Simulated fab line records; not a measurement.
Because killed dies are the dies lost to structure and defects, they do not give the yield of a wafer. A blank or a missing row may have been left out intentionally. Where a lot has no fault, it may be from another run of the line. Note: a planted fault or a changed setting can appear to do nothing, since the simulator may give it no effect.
Struck lot and sound lot, side by side	flow sky130	31 steps out of a route of 708
Sound: wafers L567.1, L567.5, L567.6. Wafers L572.1, L572.4, L572.6 were the ones struck. At the end, the cause is stated.
Each step with rows lists, per side, the tool, then ch with its chambers, then its first start. Under that, the readings that differ: sound wafers	struck wafers	difference of the means	sigmas: that difference in standard deviations of wafers without a fault.
alike: a reading whose means differ by less than 2 such deviations, as well as words and numbers matching on both sides. not compared: withheld readings; readings where some wafer has no value; bounds like >300 that might hide an equal value; numbers whose values overlap and for which the record gives no deviation.
A row with sigmas, a row that says differs or no value, or rows on one side alone: a step with any of these is where the two part. When numbers do not overlap yet have no deviation, they are printed without sigmas and do not part them. A reading missing from all wafers of one side parts the sides only when that side holds two or more wafers.

first, 1 step without rows for these wafers: SKY_PWDE_IMPLANT_08.
SKY_PWDE_STRIP_09: strips in O2/N2.
  sound on plasma asher-02 ch 0,1, day 4 21:46; struck on plasma asher-03 ch 0,1, day 6 08:15
  alike: drypump motor current A, n2 flow sccm, oes product au, strip time to endpoint s
  not compared: rf hours counter h
SKY_PWDE_TW_MEAS_10:
  sound: film metro-04 at day 4 21:52; struck: film metro-02 at day 6 08:21
reading	sound	struck	difference	sigmas
PWDE_TW	371 369 372	385 386 386	+15	+2
then, 7 steps without rows for these wafers: SKY_NWELL_DEHYDRATE_03 (time 60 s); SKY_NWELL_HMDS_04 (prime time 60 s); SKY_NWELL_COAT_05 (resist thk 3000 nm); SKY_NWELL_SOFTBAKE_06; SKY_NWELL_EXPOSE_07 (exposes mask NWM, target cd 840 nm); SKY_NWELL_PEB_08; SKY_NWELL_DEVELOP_09 (develop time 60 s).
SKY_NWELL_OVL_MEAS_10:
  sound: overlay-02 at day 5 14:09; struck: overlay-02 at day 7 02:19
  alike: NWELL_00_OVL
after that, 1 step had no rows for these wafers: SKY_NWELL_IMPLANT_11.
SKY_NWELL_IMPLANT_12:
  sound on implanter-04 ch 0, day 5 14:20; struck on implanter-04 ch 0, day 7 02:30
reading	sound	struck	difference	sigmas
dose ions cm2	1.3017e+12 1.3003e+12 1.3018e+12	1.4647e+12 1.4664e+12 1.4626e+12	+1.6330e+11	+99 or more
faraday current uA	7.31 7.36 7.31	8.52 8.34 7.81	+0.90	+6
after that, 1 step had no rows for these wafers: SKY_NWELL_IMPLANT_13.
SKY_NWELL_STRIP_14: strips in O2/N2.
  sound on plasma asher-01 ch 0,1, day 5 14:38; struck on plasma asher-04 ch 1, day 7 02:48
  alike: drypump motor current A, n2 flow sccm, oes product au, strip time to endpoint s
  not compared: rf hours counter h
SKY_NWELL_TW_MEAS_15:
  sound: film metro-02 at day 5 14:44; struck: film metro-03 at day 7 02:54
reading	sound	struck	difference	sigmas
NWELL_TW	1882 1877 1870	1800 1815 1807	-69	-2
then, 7 steps without rows for these wafers: SKY_NWELL_DEHYDRATE_16 (time 60 s); SKY_NWELL_HMDS_17 (prime time 60 s); SKY_NWELL_COAT_18 (resist thk 3000 nm); SKY_NWELL_SOFTBAKE_19; SKY_NWELL_EXPOSE_20 (exposes mask NWM COMPLEMENT, target cd 840 nm); SKY_NWELL_PEB_21; SKY_NWELL_DEVELOP_22 (develop time 60 s).
SKY_NWELL_OVL_MEAS_23:
  sound: overlay-02 at day 6 08:00; struck: overlay-02 at day 7 21:43
  alike: NWELL_01_OVL
after that, 1 step had no rows for these wafers: SKY_NWELL_IMPLANT_24.
SKY_NWELL_STRIP_25: strips in O2/N2.
  sound on plasma asher-04 ch 0,1, day 6 08:11; struck on plasma asher-04 ch 0,1, day 7 21:54
  alike: drypump motor current A, n2 flow sccm, oes product au, strip time to endpoint s
  not compared: rf hours counter h
SKY_NWELL_TW_MEAS_26:
  sound: film metro-04 at day 6 08:17; struck: film metro-02 at day 7 22:00
reading	sound	struck	difference	sigmas
NWELL_2_TW	487 489 488	508 513 511	+23	+2
then, 1 step without rows for these wafers: SKY_NWELL_CLEAN_27 (cleans in SC1/SC2, time 150 s).
SKY_NWELL_RTA_28: time 30 s.
  sound on rtp anneal-02 ch 0, day 6 08:23; struck on rtp anneal-02 ch 0, day 7 22:10
  alike: anneal temp c max, lamp power pct, wafer_temp_C_max
SKY_NWELL_RS_MEAS_29: the measuring method here is four-point-probe.
  sound: film metro-04 at day 6 08:29; struck: film metro-02 at day 7 22:16
  alike: NWELL_RS
-- the record jumps here: 40 days lie between the struck wafers' starts before and after (it left off in module NWELL and takes up again in module PAD_OPEN, whose first step shown is number 708 of the route) --
SKY_PAD_OPEN_PROBE_99:
  sound: prober-02 at day 46 14:32; struck: prober-01 at day 48 05:12
reading	sound	struck	difference	sigmas
model.etest.pfet g5v0d10v5.vt v (V)	-0.8445 -0.8484 -0.8611	-0.8304 -0.8405 -0.8275	+0.0185	
model.etest.pfet_01v8_lvt.vt sat v (V)	-0.4503 -0.4446 -0.4494	-0.4526 -0.4541 -0.4531	-0.0052	
  alike: killed_at_M0_to_M3, killed_at_M4_up, killed at contacts, killed at front end, killed at other, killed dies, killed open, killed short
  not compared: model.etest.pfet g5v0d10v5.off log10 a um, model.etest.pfet_01v8_lvt.off log10 a um, model.etest.pfet g5v0d10v5.vt sat v, model.etest.pfet_16v.vt v, model.etest.pfet g5v0d10v5.vt long v, model.etest.pfet_01v8_lvt.vt v

## WHERE THEY PART
At SKY_PWDE_TW_MEAS_10 first; at SKY_NWELL_TW_MEAS_26 last (within this record only). Later steps at which nothing parts them and some readings are alike: SKY_NWELL_RTA_28, SKY_NWELL_RS_MEAS_29, SKY_PAD_OPEN_PROBE_99.

WHY: what the simulator had put in
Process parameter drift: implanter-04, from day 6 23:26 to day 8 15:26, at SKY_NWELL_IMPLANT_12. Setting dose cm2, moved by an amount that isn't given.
